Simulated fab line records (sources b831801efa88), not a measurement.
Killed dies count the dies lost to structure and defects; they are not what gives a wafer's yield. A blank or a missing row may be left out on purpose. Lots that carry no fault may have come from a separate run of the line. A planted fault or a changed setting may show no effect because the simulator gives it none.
Problem report, 8D (eight disciplines) form, completed by code ; flow sky130 ; the parts of the form that need people (team, actions taken, sign-off) are left out

## 1. THE PROBLEM
Mean VIA1_HDPCVD_THK at SKY_VIA1_THK_MEAS_01: 1645 nm over 2 wafers in 2 lots; fault-free wafers: 1030 nm, standard deviation 10. That puts it +62 standard deviations away from the usual mean.
First observed at day 36 17:12: wafer L860.2, on film_metro-03. The record has a number at this step for 30 wafers belonging to 10 lots. Rule for "out" (also "out of limits"): further than 4 standard deviations from the usual mean. The rest of the wafers with a number are treated as sound.

## 2. WHAT IT IS, WHAT IT ISN'T
question;is;is not
which readings at this step;VIA1_HDPCVD_THK;-
which lots;L860, L861;L849, L851, L856, L865, L868, L869, L871, L872
which wafers of those lots;L860.2, L861.1;L860.4, L860.6, L861.4, L861.5
read on which gauges;film_metro-02, film_metro-03;film_metro-01
when;from day 36 17:12;"up to then (11 sound wafers); but 17 sound wafers of L861, L865, L868, L869, L871, L872 came after"

## 3. WHAT RULES OUT EACH SUSPECT
Counting: a tool at a process step up to the reading stays a suspect if it ran every lot that is out. Sound lots after the first of them don't rule it out here, since some wafers of a struck lot are sound.
- the gauge at SKY_VIA1_THK_MEAS_01: ruled out. Those wafers that are out were read across 2 gauges (film_metro-02, film_metro-03).
- hdpcvd-01 at SKY_VIA1_HDPCVD_00 (deposits SiO2, target thk 1030 nm, time 171.7 s): kept. It processed each lot that is out (first: L860, day 36 17:02); up to then, its last sound lot is L856 (day 35 06:38).
Left after counting: hdpcvd-01 at SKY_VIA1_HDPCVD_00.

## 4. THE CAUSE (what the simulator had put in)
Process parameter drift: hdpcvd-01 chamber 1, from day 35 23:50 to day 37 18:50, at SKY_VIA1_HDPCVD_00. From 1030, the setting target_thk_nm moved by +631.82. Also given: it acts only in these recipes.
Counting left only this tool.

## 5. THE EFFECT CHAIN, in route order
Each row: a reading whose mean over the struck wafers that have a number lies more than 3 standard deviations from the usual. Readings are gone through only where the record gives a usual standard deviation; hours: the median, over the lots, of the time from a lot's start at the first step in this table giving one to that lot's start at this step; sigmas: the change measured in usual standard deviations.
hours;step;reading;usual;on struck wafers;change;sigmas
0;SKY_VIA1_THK_MEAS_01;VIA1_HDPCVD_THK;1030 nm;1645;+615;+62

## 6. HOW IT WOULD HAVE BEEN CAUGHT EARLIER
17 hours passed between the start of the fault at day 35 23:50 and the first reading out of limits at a measuring or inspecting step in this record, taken at day 36 17:12.
Lots out: 2; of these, L861 started SKY_VIA1_HDPCVD_00 on hdpcvd-01 after day 36 17:12. It would have been spared by a hold on the tool at that moment.
